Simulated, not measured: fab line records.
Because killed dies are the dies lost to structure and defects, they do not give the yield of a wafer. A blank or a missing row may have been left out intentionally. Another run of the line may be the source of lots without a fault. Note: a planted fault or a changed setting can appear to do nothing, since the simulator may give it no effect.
Which tool is to blame? -- flow sky130 -- Sampling: 24 lots, 72 wafers, 5 of 708 route steps

== WHAT THE GAUGES READ, wafer by wafer ==
SKY_CONTACT_BOW_MEAS_05.
lot,measured,on,CONTACT_BOW (um)
L074,day 30 00:38,film-metro-03,87 86 81
L075,day 30 16:56,film-metro-03,83 83 74
L076,day 30 20:24,film-metro-02,75 69 79
L077,day 31 02:16,film-metro-02,80 87 79
L078,day 31 11:14,film-metro-02,79 71 78
L079,day 31 23:40,film-metro-03,76 80 67
L080,day 32 12:38,film-metro-01,90 86 88
L081,day 32 19:56,film-metro-01,73 86 84
L082,day 33 06:11,film-metro-01,92 85 87
L084,day 33 14:07,film-metro-02,73 77 68
L083,day 33 16:52,film-metro-02,86 82 87
L085,day 34 04:14,film-metro-01,81 95 83
L086,day 34 11:07,film-metro-02,86 81 77
L087,day 34 19:55,film-metro-02,75 86 84
L088,day 35 03:36,film-metro-02,87 71 67
L089,day 35 04:31,film-metro-02,80 76 80
L090,day 35 13:44,film-metro-01,86 74 93
L091,day 35 18:08,film-metro-01,74 75 71
L092,day 36 07:24,film-metro-02,94 88 78
L093,day 36 09:35,film-metro-02,78 73 79
L094,day 36 16:56,film-metro-03,76 80 78
L095,day 37 00:08,film-metro-02,76 86 72
L096,day 37 04:03,film-metro-01,80 91 71
L097,day 37 08:05,film-metro-02,97 86 93

SKY_VIA1_OVL_MEAS_13.
lot,measured,on,VIA1_OVL (nm)
L074,day 33 14:08,overlay-02,-9 -11 -7
L075,day 34 08:45,overlay-02,-2 6 0
L076,day 34 10:11,overlay-01,-1 -4 0
L077,day 34 14:49,overlay-01,-6 0 -2
L078,day 34 22:26,overlay-02,-12 -2 -6
L079,day 35 12:38,overlay-01,2 6 7
L080,day 35 23:46,overlay-02,-2 0 -2
L081,day 36 07:59,overlay-02,-9 -5 -3
L082,day 36 17:26,overlay-01,10 1 4
L084,day 37 01:28,overlay-02,2 -8 -8
L083,day 37 03:07,overlay-01,-1 -2 -10
L085,day 37 14:41,overlay-01,-12 -4 -6
L086,day 37 21:20,overlay-01,4 -1 1
L087,day 38 05:10,overlay-02,-8 -5 -2
L088,day 38 13:47,overlay-02,-7 -5 1
L089,day 38 13:07,overlay-02,0 -12 -8
L090,day 38 22:02,overlay-02,-7 3 8
L091,day 39 02:07,overlay-01,1 0 2
L092,day 39 15:08,overlay-02,4 -3 -4
L093,day 39 18:31,overlay-01,10 3 6
L094,day 40 01:01,overlay-02,0 -9 -6
L095,day 40 07:19,overlay-01,-3 -4 -3
L096,day 40 11:25,overlay-02,-2 3 -1
L097,day 40 15:55,overlay-02,-4 -5 2

SKY_VIA2_OVL_MEAS_13.
lot,measured,on,VIA2_OVL (nm)
L074,day 35 21:56,overlay-02,1 6 6
L075,day 36 16:17,overlay-01,0 5 2
L076,day 36 18:53,overlay-01,6 6 11
L077,day 36 21:50,overlay-02,5 2 2
L078,day 37 05:31,overlay-01,1 2 -4
L079,day 37 19:15,overlay-01,12 6 11
L080,day 38 06:32,overlay-02,-1 -2 5
L081,day 38 14:38,overlay-01,-4 -9 -8
L082,day 39 00:11,overlay-01,0 0 4
L084,day 39 07:17,overlay-01,9 -2 -4
L083,day 39 09:47,overlay-01,7 8 7
L085,day 39 20:04,overlay-01,5 0 1
L086,day 40 03:38,overlay-01,-2 7 -1
L087,day 40 09:53,overlay-02,-6 -5 -4
L088,day 40 18:49,overlay-01,11 7 11
L089,day 40 17:47,overlay-02,2 3 9
L090,day 41 03:44,overlay-01,7 3 4
L091,day 41 07:02,overlay-01,6 -3 -3
L092,day 41 18:50,overlay-01,-8 -1 -1
L093,day 41 22:11,overlay-01,4 0 1
L094,day 42 05:07,overlay-02,3 5 6
L095,day 42 10:38,overlay-01,-4 4 -1
L096,day 42 14:23,overlay-02,2 8 4
L097,day 42 18:14,overlay-01,14 12 10

== EACH LOT AND THE TOOL THAT RAN IT (in order: tool; ch and the chambers of the sampled wafers; start) ==
lot,SKY_LOCAL_INTERCONNECT_SPUTTER_00,SKY_METAL1_METAL_ETCH_19
L074,"pvd-sputter-04, day 28 18:19","rie-metal-03 ch 0,1, day 32 09:23"
L075,"pvd-sputter-04, day 29 11:25","rie-metal-03 ch 1, day 33 02:45"
L076,"pvd-sputter-01, day 29 14:53","rie-metal-03 ch 1, day 33 06:08"
L077,"pvd-sputter-01, day 29 21:05","rie-metal-03 ch 1, day 33 10:48"
L078,"pvd-sputter-04, day 30 05:51","rie-metal-01 ch 0,1, day 33 19:25"
L079,"pvd-sputter-02, day 30 18:23","rie-metal-03 ch 0,1, day 34 09:16"
L080,"pvd-sputter-04, day 31 07:13","rie-metal-03 ch 0,1, day 34 20:17"
L081,"pvd-sputter-02, day 31 14:26","rie-metal-03 ch 0,1, day 35 04:01"
L082,"pvd-sputter-04, day 32 00:31","rie-metal-03 ch 0,1, day 35 14:20"
L084,"pvd-sputter-04, day 32 09:37","rie-metal-01 ch 0, day 35 21:29"
L083,"pvd-sputter-02, day 32 12:20","rie-metal-04 ch 0,1, day 35 23:55"
L085,"pvd-sputter-04, day 32 23:23","rie-metal-04 ch 0,1, day 36 10:42"
L086,"pvd-sputter-02, day 33 05:38","rie-metal-01 ch 0,1, day 36 17:54"
L087,"pvd-sputter-02, day 33 15:58","rie-metal-04 ch 0,1, day 37 01:56"
L088,"pvd-sputter-04, day 33 23:47","rie-metal-01 ch 0,1, day 37 10:26"
L089,"pvd-sputter-04, day 34 00:05","rie-metal-03 ch 0,1, day 37 10:03"
L090,"pvd-sputter-02, day 34 10:11","rie-metal-04 ch 0,1, day 37 19:18"
L091,"pvd-sputter-02, day 34 13:50","rie-metal-03 ch 0, day 37 23:08"
L092,"pvd-sputter-02, day 35 03:08","rie-metal-04 ch 0,1, day 38 13:05"
L093,"pvd-sputter-01, day 35 06:02","rie-metal-01 ch 1, day 38 15:35"
L094,"pvd-sputter-04, day 35 13:13","rie-metal-04 ch 0,1, day 38 22:33"
L095,"pvd-sputter-02, day 35 20:23","rie-metal-01 ch 1, day 39 04:36"
L096,"pvd-sputter-01, day 36 00:48","rie-metal-01 ch 0,1, day 39 08:36"
L097,"pvd-sputter-04, day 36 04:47","rie-metal-04 ch 0,1, day 39 13:34"
- SKY_LOCAL_INTERCONNECT_SPUTTER_00: material TiN, target thk 100 nm, time 83.3 s.
- SKY_METAL1_METAL_ETCH_19: etches the open film in Cl2/BCl3, stops on SiO2, target depth 360 nm, time 78 s.

== AS READ BY THE TOOLS THEMSELVES (means over the sampled wafers that have a number; for cases with no such wafer, the mark the record gives instead) ==
SKY_LOCAL_INTERCONNECT_SPUTTER_00.
lot,tool,chamber-pressure-pa (Pa),throttle-valve-pct (%)
L074,pvd-sputter-04,0.3999,30.7
L075,pvd-sputter-04,0.3998,30.7
L076,pvd-sputter-01,0.4005,29.9
L077,pvd-sputter-01,0.3999,30.9
L078,pvd-sputter-04,0.3991,30.9
L079,pvd-sputter-02,0.4001,30.1
L080,pvd-sputter-04,0.3999,30.6
L081,pvd-sputter-02,0.3998,29.3
L082,pvd-sputter-04,0.4000,30.8
L084,pvd-sputter-04,0.4005,30.6
L083,pvd-sputter-02,0.4005,29.8
L085,pvd-sputter-04,0.3999,30.9
L086,pvd-sputter-02,0.4000,29.8
L087,pvd-sputter-02,0.3996,29.2
L088,pvd-sputter-04,0.3998,31.2
L089,pvd-sputter-04,0.3999,31.0
L090,pvd-sputter-02,0.4013,30.1
L091,pvd-sputter-02,0.3998,30.1
L092,pvd-sputter-02,0.3998,28.7
L093,pvd-sputter-01,0.4001,30.2
L094,pvd-sputter-04,0.3995,30.8
L095,pvd-sputter-02,0.3998,28.3
L096,pvd-sputter-01,0.3997,30.4
L097,pvd-sputter-04,0.4003,30.4

SKY_METAL1_METAL_ETCH_19.
lot,tool,bias-w (W),chamber-pressure-mTorr (mTorr),drypump-motor-current-A (A),oes-product-au (a.u.),throttle-valve-pct (%)
L074,rie-metal-03,49.34,9.996,5.5,0.842,22.259
L075,rie-metal-03,49.34,9.992,5.9,0.851,22.255
L076,rie-metal-03,49.03,9.995,5.9,0.858,22.262
L077,rie-metal-03,49.26,10.005,5.9,0.852,22.267
L078,rie-metal-01,49.28,10.002,5.7,0.851,22.264
L079,rie-metal-03,49.02,10.005,5.5,0.860,22.264
L080,rie-metal-03,49.14,10.004,5.7,0.858,22.256
L081,rie-metal-03,49.06,10.003,5.7,0.857,22.271
L082,rie-metal-03,49.20,9.995,5.5,0.853,22.260
L084,rie-metal-01,49.39,9.990,5.5,0.857,22.272
L083,rie-metal-04,49.15,10.002,5.9,0.857,22.265
L085,rie-metal-04,49.27,10.001,5.9,0.857,22.270
L086,rie-metal-01,49.25,9.994,5.8,0.848,22.261
L087,rie-metal-04,49.37,10.009,6.2,0.863,22.263
L088,rie-metal-01,49.18,9.999,5.7,0.856,22.275
L089,rie-metal-03,49.46,10.005,5.5,0.855,22.263
L090,rie-metal-04,49.12,9.997,5.9,0.848,22.265
L091,rie-metal-03,49.08,10.006,5.3,0.853,22.272
L092,rie-metal-04,49.25,10.001,5.9,0.856,22.268
L093,rie-metal-01,49.36,9.997,6.0,0.857,22.256
L094,rie-metal-04,49.19,9.999,6.2,0.859,22.273
L095,rie-metal-01,49.24,9.994,6.0,0.853,22.266
L096,rie-metal-01,49.27,10.011,5.7,0.856,22.262
L097,rie-metal-04,49.29,10.000,5.9,0.847,22.258

== THE ANSWER, worked out from the rows above alone ==
Rule: the usual values come from the lots themselves. The widest of any qualifying gaps counts: lots, ordered by their means at a reading, are off when they make up no more than a third of the lots, leave a main group of 4 or more, and stand apart from it by 3 or more times the standard deviation of that group's means. A main group is skipped when, at the precision printed for the reading in the tables above, its means are all equal. A lot without any number at a reading at which 4 lots or more have one is off too. The other lots that the step has rows for count as sound. The gauges are gone through in route order, then the tools' own readings, and for those a lot's mean is taken as printed above. The first step at which some lot is off is used, and at that step the reading that is off furthest; a lot without a number counts as furthest.
Nothing can be told from this: no lot is off at any reading shown.

== WHAT THE SIMULATOR HAD INSERTED ==
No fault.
